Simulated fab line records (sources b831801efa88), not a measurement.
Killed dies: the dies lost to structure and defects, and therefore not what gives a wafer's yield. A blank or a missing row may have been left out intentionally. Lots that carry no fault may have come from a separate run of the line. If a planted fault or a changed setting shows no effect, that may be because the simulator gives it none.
Problem report, 8D (eight disciplines) form, completed by code / flow sky130 / the parts of the form that need people (team, actions taken, sign-off) are left out

== 1. WHAT WENT WRONG ==
runLengthS at SKY_FIELD_ISO_WET_ETCH_28 reads a mean of 93 s on 3 wafers of 1 lot; wafers without a fault read 76 s with a standard deviation of 3.3. That is +5.2 standard deviations from the usual mean.
The step: etches SiO2 in dHF, target depth 23.7 nm, time 47 s.
First seen on wafer L110.2, day 5 19:50, on wetBench-04. The record holds 15 wafers of 5 lots with a number at this step. Rule for "out" (also "out of limits"): further than 4 standard deviations from the usual mean. All remaining wafers that have a number are taken as sound.

== 2. WHAT IT IS AND WHAT IT IS NOT ==
question=which readings at this step | is=runLengthS | is not=-
question=which lots | is=L110 | is not=L102, L113, L117, L997
question=which wafers of those lots | is=all that have a number | is not=-
question=read on which tools | is=wetBench-04 | is not=wetBench-03
question=when | is=from day 5 19:50 | is not=up to then (6 sound wafers); but 6 sound wafers of L113, L117 came after

== 3. WHAT RULES OUT EACH SUSPECT ==
Counting: a tool at any process step up to the reading remains a suspect when it ran all the lots that are out and ran no sound lot after the first of those.
- plasmaAsher-01 at SKY_FIELD_ISO_STRIP_16 (strips in O2/N2): ruled out as a lasting fault. After its first lot that is out, L110 (day 5 16:14), sound lots L113 ran on it.
- rieSi-02 at SKY_FIELD_ISO_ETCH_17 (etches Si in HBr/Cl2/O2, target depth 342 nm, time 97.7 s): kept. It ran the lot that is out, L110 (day 5 16:20), and no sound lot after that; its last sound lot up to then is L102 (day 3 23:50).
- cmp-01 at SKY_FIELD_ISO_CMP_27 (polishes, stops on Si3N4, t overpolish 16 s, target thk 457.8 nm): ruled out as a lasting fault. After its first lot that is out, L110 (day 5 19:35), sound lots L113 ran on it.
- wetBench-04 at SKY_FIELD_ISO_WET_ETCH_28 (etches SiO2 in dHF, target depth 23.7 nm, time 47 s): kept. It ran the lot that is out, L110 (day 5 19:50), and no sound lot after that; its last sound lot up to then is L997 (day 3 04:46). Its own readings are out on those wafers: runLengthS.
Left after counting: rieSi-02 at SKY_FIELD_ISO_ETCH_17, wetBench-04 at SKY_FIELD_ISO_WET_ETCH_28.

== 4. THE CAUSE (what the simulator had put in) ==
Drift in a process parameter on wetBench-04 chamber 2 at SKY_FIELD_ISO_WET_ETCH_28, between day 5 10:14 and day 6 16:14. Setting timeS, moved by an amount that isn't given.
This tool is one of the 2 suspects left after counting.

== 5. SEQUENCE OF EFFECTS, ordered by route ==
Each row: a reading where the mean over the struck wafers with a number is more than 3 standard deviations away from the usual. Scope: only readings with a usual standard deviation given in the record; hours: median across lots of the time from each lot's start at the first step in this table that gives one to its start at this step; sigmas: change in usual standard deviations.
hours=0; step=SKY_FIELD_ISO_WET_ETCH_28; reading=runLengthS; usual=76 s; on struck wafers=93; change=+17; sigmas=+5.2
It contains these process steps:
- SKY_FIELD_ISO_WET_ETCH_28: etches SiO2 in dHF, target depth 23.7 nm, time 47 s.
At these later measuring or inspecting steps, every struck wafer for which the step has a row has a number for every such reading, and none has moved that far: SKY_NWELL_THK_MEAS_02, SKY_DNWELL_TW_MEAS_09, SKY_PWDE_OVL_MEAS_07, SKY_PWDE_TW_MEAS_10.

== 6. WHAT WOULD HAVE CAUGHT IT SOONER ==
In this record the first reading out of limits was taken at day 5 19:50, 10 hours after the fault began at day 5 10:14.
